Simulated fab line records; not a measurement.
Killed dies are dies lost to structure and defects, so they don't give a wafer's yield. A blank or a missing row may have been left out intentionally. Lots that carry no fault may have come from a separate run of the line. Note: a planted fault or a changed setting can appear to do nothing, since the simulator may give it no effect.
A lot that was struck, set against a sound lot | flow sky130 | 35 steps out of a route of 708
Sound: the wafers L212.1, L212.2, L212.5. Wafers L227.1, L227.4, L227.6 were the ones struck. The cause is given at the end.
Each step with rows lists, per side, the tool, then ch with its chambers, then its first start. Under that, the readings that differ: sound wafers | struck wafers | difference of the means | sigmas: that difference in standard deviations of wafers without a fault.
alike: same words and numbers on both sides, and readings whose means sit less than 2 such deviations apart. not compared: any withheld reading, any reading some wafer has no value for, any bound like >300 that may hide the same value, and any number with overlapping values for which the record gives no deviation.
The two part at a step that has a row with sigmas, a row that says differs or no value, or rows on one side only. Numbers that don't overlap but have no deviation are shown without sigmas and don't part them. A reading missing from all wafers of one side parts the sides only when that side holds two or more wafers.

first, 6 steps without rows for these wafers: SKY_PWDE_HMDS_01 (prime time 60 s); SKY_PWDE_COAT_02 (resist thk 3000 nm); SKY_PWDE_SOFTBAKE_03; SKY_PWDE_EXPOSE_04 (exposes mask PWDEM, target cd 840 nm); SKY_PWDE_PEB_05; SKY_PWDE_DEVELOP_06 (develop time 60 s).
SKY_PWDE_OVL_MEAS_07:
  sound on overlay-02 at day 4 09:23; struck on overlay-01 at day 7 23:32
  alike: PWDE_OVL
next, for these wafers, 1 step has no rows: SKY_PWDE_IMPLANT_08.
SKY_PWDE_STRIP_09: strips in O2/N2.
  sound on plasmaAsher-02 ch 0,1, day 4 09:35; struck on plasmaAsher-03 ch 0,1, day 7 23:44
  alike: drypumpMotorCurrentA, oesProductAu, stripTimeToEndpointS
  not compared: rfHoursCounterH
SKY_PWDE_TW_MEAS_10:
  sound on filmMetro-01 at day 4 09:41; struck on filmMetro-01 at day 7 23:50
  alike: PWDE_TW
then, 2 steps without rows for these wafers: SKY_NWELL_DEHYDRATE_03 (time 60 s); SKY_NWELL_HMDS_04 (prime time 60 s).
SKY_NWELL_COAT_05: resist thk 3000 nm.
  sound on lithoTrack-01 ch 0, day 4 18:11; struck on lithoTrack-01 ch 0, day 8 09:50
reading                                | sound          | struck            | difference | sigmas
model.coat_of_NWELL_COAT_05.thkNm (nm) | 3002 3002 2996 | 845.4 843.6 845.4 | -2155.2    | 
then, 3 steps without rows for these wafers: SKY_NWELL_SOFTBAKE_06; SKY_NWELL_EXPOSE_07 (exposes mask NWM, target cd 840 nm); SKY_NWELL_PEB_08.
SKY_NWELL_DEVELOP_09: develop time 60 s.
  sound: lithoTrack-03 ch 0; struck: lithoTrack-01 ch 0
reading                                | sound          | struck            | difference | sigmas
model.coat_of_NWELL_COAT_05.thkNm (nm) | 2998 2998 2992 | 841.2 839.3 841.2 | -2155.4    | 
SKY_NWELL_OVL_MEAS_10:
  sound on overlay-01 at day 5 02:46; struck on overlay-01 at day 8 20:11
  alike: NWELL_00_OVL
then, 3 steps without rows for these wafers: SKY_NWELL_IMPLANT_11; SKY_NWELL_IMPLANT_12; SKY_NWELL_IMPLANT_13.
SKY_NWELL_STRIP_14: strips in O2/N2.
  sound on plasmaAsher-04 ch 0,1, day 5 03:14; struck on plasmaAsher-03 ch 0,1, day 8 20:41
reading                  | sound             | struck            | difference | sigmas
oesProductAu (a.u.)      | 0.724 0.724 0.732 | 0.706 0.707 0.706 | -0.020     | -5
stripTimeToEndpointS (s) | 36.95 36.94 36.88 | 11.50 11.48 11.51 | -25.43     | -99 or more
  alike: drypumpMotorCurrentA
  not compared: rfHoursCounterH
SKY_NWELL_TW_MEAS_15:
  sound on filmMetro-01 at day 5 03:20; struck on filmMetro-01 at day 8 20:47
  alike: NWELL_TW
then, 7 steps without rows for these wafers: SKY_NWELL_DEHYDRATE_16 (time 60 s); SKY_NWELL_HMDS_17 (prime time 60 s); SKY_NWELL_COAT_18 (resist thk 3000 nm); SKY_NWELL_SOFTBAKE_19; SKY_NWELL_EXPOSE_20 (exposes mask NWM COMPLEMENT, target cd 840 nm); SKY_NWELL_PEB_21; SKY_NWELL_DEVELOP_22 (develop time 60 s).
SKY_NWELL_OVL_MEAS_23:
  sound on overlay-01 at day 5 21:59; struck on overlay-02 at day 9 17:08
  alike: NWELL_01_OVL
next, for these wafers, 1 step has no rows: SKY_NWELL_IMPLANT_24.
SKY_NWELL_STRIP_25: strips in O2/N2.
  sound on plasmaAsher-01 ch 0,1, day 5 22:11; struck on plasmaAsher-04 ch 1, day 9 17:19
  alike: drypumpMotorCurrentA, oesProductAu, stripTimeToEndpointS
  not compared: rfHoursCounterH
SKY_NWELL_TW_MEAS_26:
  sound on filmMetro-04 at day 5 22:17; struck on filmMetro-03 at day 9 17:25
reading    | sound       | struck      | difference | sigmas
NWELL_2_TW | 495 494 495 | 764 773 767 | +273       | +51
then, 1 step without rows for these wafers: SKY_NWELL_CLEAN_27 (cleans in SC1/SC2, time 150 s).

== WHERE THEY PART ==
Last at SKY_NWELL_TW_MEAS_26 as far as this record goes, first at SKY_NWELL_STRIP_14.

WHY: what the simulator had put in
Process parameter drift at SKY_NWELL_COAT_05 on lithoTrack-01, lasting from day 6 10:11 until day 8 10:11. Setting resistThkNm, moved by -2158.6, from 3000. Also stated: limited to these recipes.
